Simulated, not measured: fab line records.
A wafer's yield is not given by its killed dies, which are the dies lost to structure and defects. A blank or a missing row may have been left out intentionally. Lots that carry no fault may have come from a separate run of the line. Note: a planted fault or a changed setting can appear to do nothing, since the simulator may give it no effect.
fab line records ; flow gf180mcu ; part 2 of 2: steps 31 to 44 of 44
record lots=5; wafers=15; lastDay=33
route steps=602 shown DUAL_GATE@148 POLY_GATE@157 HV_LDD@176
lots untouched by any fault: they come from a run of this same line in which no faults occurred
startH: the number of hours between the record's first day and the start of the first shown wafer of the lot ; waitH: time in hours since the lot's previous step ; " unchanged from the row above ; L1.1+2: one row covering several wafers at once ; - no value, or no start given ; * or withheld: withheld ; < > ~ a bound
route shown NAME@n: NAME is a module with steps in the file, n the number in the route of the first one ; usual: mean/standard deviation taken from wafers without a fault ; same: alike in all rows ; chamber/n: place in a boat ; sites: readings site by site ; _std_site: the standard deviation of these ; _edge_site: mean of outer sites minus mean of inner sites ; radiusMm: for every site, how far away it sits from the centre of the wafer ; mask NAME#n: copy n ; behind: the most recent tool/chamber to have shaped the wafer ; hold: why the lot went on hold/how many hours it stayed there/how the hold came to an end ; device: which transistor (n, p or np) failed to switch ; end of line: the tests these same wafers got at the end of their route ; where a step has no rows: the recipe by itself ; killed: at the first sort, the dies lost to defects and structure; wafer yield is something else ; map: a wafer's dies, x killed, . not, _ none there
set.NAME: the run value of the setting; set.NAME@STEP: its run value at that earlier step ; model.NAME: the simulator's own value behind a step, which no gauge read
lots at selected steps of the route; one table per step, one row per wafer
services: from which hour (startH, from the record's first day; less than 0 if before it) a tool's chamber was out of use, for how many hours, and why
## steps
# step GF_HV_LDD_COAT_02
# recipe resist=NOVOLAK; spinRpm=3000; resistThkNm=1000
lot.wafer;tool;chamber;startH;waitH
L075.1+2+6;lithoTrack-03;0;212.99;0.1
L078.2+5+6;lithoTrack-03;0;235.22;0.1
L081.1+2+6;lithoTrack-01;0;256.67;0.1
L084.1+5+6;lithoTrack-01;0;280.32;0.1
L093.1+3+4;lithoTrack-01;0;354.27;0.1
# step GF_HV_LDD_SOFTBAKE_03
# recipe tempC=90; timeS=60; resist=NOVOLAK
lot.wafer;tool;chamber;startH;waitH
L075.1+2+6;lithoTrack-03;0;213.14;0.1
L078.2+5+6;lithoTrack-03;0;235.37;0.1
L081.1+2+6;lithoTrack-01;0;256.82;0.1
L084.1+5+6;lithoTrack-01;0;280.47;0.1
L093.1+3+4;lithoTrack-01;0;354.42;0.1
# step GF_HV_LDD_EXPOSE_04
# recipe maskId=Nplus_LV_AREA; targetCdNm=400; na=0.6; sourceShape=conventional; sigmaOuter=0.6; doseMj=140
# same sigmaOuter=0.6
lot.wafer;tool;chamber;startH;waitH;mask
L075.1+2+6;ilineStepper-01;0;-;-;Nplus_LV_AREA#0
L078.2+5+6;ilineStepper-02;0;-;-;Nplus_LV_AREA#0
L081.1+2+6;ilineStepper-02;0;-;-;Nplus_LV_AREA#0
L084.1+5+6;ilineStepper-01;0;-;-;Nplus_LV_AREA#0
L093.1+3+4;ilineStepper-02;0;-;-;Nplus_LV_AREA#0
# step GF_HV_LDD_PEB_05
# recipe tempC=withheld; timeS=*; resist=NOVOLAK
lot.wafer;tool;chamber;startH;waitH
L075.1+2+6;lithoTrack-01;0;-;-
L078.2+5+6;lithoTrack-01;0;-;-
L081.1+2+6;lithoTrack-04;0;-;-
L084.1+5+6;lithoTrack-04;0;-;-
L093.1+3+4;lithoTrack-03;0;-;-
# step GF_HV_LDD_DEVELOP_06
# recipe developTimeS=60; devTempC=23
# same developTimeS=60
lot.wafer;tool;chamber;startH;waitH
L075.1+2+6;lithoTrack-01;0;221.52;0.1
L078.2+5+6;lithoTrack-01;0;244.25;0.1
L081.1+2+6;lithoTrack-04;0;266.31;0.1
L084.1+5+6;lithoTrack-04;0;290.41;0.1
L093.1+3+4;lithoTrack-03;0;365.39;0.1
# step GF_HV_LDD_CD_MEAS_07
# recipe targetCdNm=400
# usual cdNm=399.6/2.1
lot.wafer;tool;chamber;startH;waitH;cdNm
L075.1;cdSem-01;-;221.67;0.1;401.8
L075.2;cdSem-01;-;221.67;0.1;402.3
L075.6;cdSem-01;-;221.67;0.1;403.1
L078.2;cdSem-01;-;244.39;0.1;400.1
L078.5;cdSem-01;-;244.39;0.1;401.6
L078.6;cdSem-01;-;244.39;0.1;401.0
L081.1;cdSem-02;-;266.46;0.1;397.3
L081.2;cdSem-02;-;266.46;0.1;397.8
L081.6;cdSem-02;-;266.46;0.1;395.2
L084.1;cdSem-02;-;290.56;0.1;402.4
L084.5;cdSem-02;-;290.56;0.1;400.0
L084.6;cdSem-02;-;290.56;0.1;398.1
L093.1;cdSem-02;-;365.54;0.1;399.3
L093.3;cdSem-02;-;365.54;0.1;398.2
L093.4;cdSem-02;-;365.54;0.1;401.5
# step GF_HV_LDD_OVL_MEAS_08
# usual HV_LDD_OVL=-0.4/1.3
lot.wafer;tool;chamber;startH;waitH;HV_LDD_OVL[nm]
L075.1;overlay-02;-;221.79;0.1;-0.3
L075.2;overlay-02;-;221.79;0.1;0.9
L075.6;overlay-02;-;221.79;0.1;-0.7
L078.2;overlay-02;-;244.50;0.1;-0.3
L078.5;overlay-02;-;244.50;0.1;0.9
L078.6;overlay-02;-;244.50;0.1;-0.7
L081.1;overlay-01;-;266.58;0.1;1.3
L081.2;overlay-01;-;266.58;0.1;-1.3
L081.6;overlay-01;-;266.58;0.1;0.9
L084.1;overlay-01;-;290.68;0.1;1.1
L084.5;overlay-01;-;290.68;0.1;-0.2
L084.6;overlay-01;-;290.68;0.1;-2.6
L093.1;overlay-02;-;365.66;0.1;3.1
L093.3;overlay-02;-;365.66;0.1;-0.5
L093.4;overlay-02;-;365.66;0.1;-0.2
# step GF_HV_LDD_IMPLANT_09
# recipe species=As; energyKev=40; doseCm2=1e+14; tiltDeg=7
lot.wafer;tool;chamber;startH;waitH
L075.1+2+6;implanter-01;0;221.83;0.0
L078.2+5+6;implanter-03;0;244.55;0.0
L081.1+2+6;implanter-03;0;266.62;0.0
L084.1+5+6;implanter-01;0;290.72;0.0
L093.1+3+4;implanter-04;0;365.70;0.0
# step GF_HV_LDD_STRIP_10
# recipe chemistry=O2/N2; powerW=1400; pressureMtorr=1500; platenTempC=250; o2FlowSccm=3000; n2FlowSccm=300; overashFraction=0.5
# usual drypumpMotorCurrentA=5.8/0.54; heaterPowerW=338/62; oesProductAu=0.716/0.0041; stripTimeToEndpointS=12.64/0.035
lot.wafer;tool;chamber;startH;waitH;drypumpMotorCurrentA;heaterPowerW;oesProductAu;rfHoursCounterH;stripTimeToEndpointS
L075.1;plasmaAsher-01;0;221.98;0.1;5.6;273;0.709;57;12.67
L075.2;plasmaAsher-01;1;221.98;0.1;4.9;293;0.717;57;12.66
L075.6;plasmaAsher-01;0;221.98;0.1;5.5;280;0.712;-;12.62
L078.2;plasmaAsher-01;0;244.68;0.1;5.6;276;0.724;59;12.67
L078.5;plasmaAsher-01;1;244.68;0.1;4.9;294;0.718;-;12.66
L078.6;plasmaAsher-01;0;244.68;0.1;5.5;274;0.712;-;12.62
L081.1;plasmaAsher-01;1;266.77;0.1;4.9;290;0.716;62;12.63
L081.2;plasmaAsher-01;0;266.77;0.1;5.5;282;0.718;62;12.65
L081.6;plasmaAsher-01;1;266.77;0.1;4.9;296;0.717;-;12.64
L084.1;plasmaAsher-03;1;290.87;0.1;6.5;336;0.715;68;12.61
L084.5;plasmaAsher-03;0;290.87;0.1;5.9;451;0.709;-;12.65
L084.6;plasmaAsher-03;1;290.87;0.1;6.5;331;0.717;-;12.62
L093.1;plasmaAsher-02;1;365.85;0.1;5.5;296;0.720;25;12.60
L093.3;plasmaAsher-02;0;365.85;0.1;6.3;320;0.713;-;12.56
L093.4;plasmaAsher-02;1;365.85;0.1;5.5;298;0.723;-;12.59
# step GF_HV_LDD_TW_MEAS_11
# usual HV_LDD_TW=2438/14
lot.wafer;tool;chamber;startH;waitH;HV_LDD_TW
L075.1;filmMetro-04;-;222.08;0.1;2423
L075.2;filmMetro-04;-;222.08;0.1;2403
L075.6;filmMetro-04;-;222.08;0.1;2425
L078.2;filmMetro-03;-;244.79;0.1;2447
L078.5;filmMetro-03;-;244.79;0.1;2454
L078.6;filmMetro-03;-;244.79;0.1;2449
L081.1;filmMetro-04;-;266.87;0.1;2409
L081.2;filmMetro-04;-;266.87;0.1;2424
L081.6;filmMetro-04;-;266.87;0.1;2439
L084.1;filmMetro-04;-;290.97;0.1;2427
L084.5;filmMetro-04;-;290.97;0.1;2421
L084.6;filmMetro-04;-;290.97;0.1;2431
L093.1;filmMetro-03;-;365.95;0.1;2429
L093.3;filmMetro-03;-;365.95;0.1;2418
L093.4;filmMetro-03;-;365.95;0.1;2431
# step GF_HV_LDD_DEHYDRATE_12
# recipe tempC=200; timeS=60
lot.wafer;tool;chamber;startH;waitH
L075.1+2+6;lithoTrack-03;0;231.14;9.1
L078.2+5+6;lithoTrack-04;0;253.79;9.0
L081.1+2+6;lithoTrack-04;0;275.36;8.5
L084.1+5+6;lithoTrack-03;0;299.59;8.6
L093.1+3+4;lithoTrack-01;0;376.77;10.8
# step GF_HV_LDD_HMDS_13
# recipe primeTimeS=60; primeTempC=120
lot.wafer;tool;chamber;startH;waitH
L075.1+2+6;lithoTrack-03;0;231.29;0.1
L078.2+5+6;lithoTrack-04;0;253.94;0.1
L081.1+2+6;lithoTrack-04;0;275.51;0.1
L084.1+5+6;lithoTrack-03;0;299.74;0.1
L093.1+3+4;lithoTrack-01;0;376.92;0.1
# step GF_HV_LDD_COAT_14
# recipe resist=NOVOLAK; spinRpm=3000; resistThkNm=1000
lot.wafer;tool;chamber;startH;waitH
L075.1+2+6;lithoTrack-03;0;231.44;0.1
L078.2+5+6;lithoTrack-04;0;254.09;0.1
L081.1+2+6;lithoTrack-04;0;275.66;0.1
L084.1+5+6;lithoTrack-03;0;299.89;0.1
L093.1+3+4;lithoTrack-01;0;377.07;0.1
# step GF_HV_LDD_SOFTBAKE_15
# recipe tempC=90; timeS=60; resist=NOVOLAK
lot.wafer;tool;chamber;startH;waitH
L075.1+2+6;lithoTrack-03;0;231.59;0.1
L078.2+5+6;lithoTrack-04;0;254.24;0.1
L081.1+2+6;lithoTrack-04;0;275.81;0.1
L084.1+5+6;lithoTrack-03;0;300.04;0.1
L093.1+3+4;lithoTrack-01;0;377.22;0.1
## services
tool;chamber;startH;hours;kind
rieDiel-03;3;149.50;13.6;repair
ilineStepper-02;-;152.91;2.1;pm
plasmaAsher-02;-;156.70;4.9;repair
plasmaAsher-03;-;162.32;0.4;repair
krfScanner-01;-;167.15;2.1;repair
furnace-01;-;171.53;3.4;pm
wetBench-04;-;177.47;1.5;repair
plasmaAsher-02;-;193.31;3.3;repair
krfScanner-01;-;208.26;1.0;pm
ilineStepper-02;-;215.35;1.7;pm
krfScanner-01;-;220.29;1.3;pm
rieSi-02;1;243.47;2.2;repair
wetBench-01;-;244.63;2.5;repair
plasmaAsher-03;-;257.81;0.4;repair
furnace-02;-;273.24;3.1;pm
krfScanner-01;-;278.22;0.8;pm
furnace-01;-;284.37;14.8;repair
plasmaAsher-01;-;332.62;1.2;repair
plasmaAsher-02;-;333.44;0.3;repair
ilineStepper-02;-;335.07;4.9;repair
furnace-01;-;338.88;3.2;pm
wetBench-03;-;348.82;33.5;pm
furnace-01;-;355.83;4.4;pm
krfScanner-01;-;377.26;1.0;pm
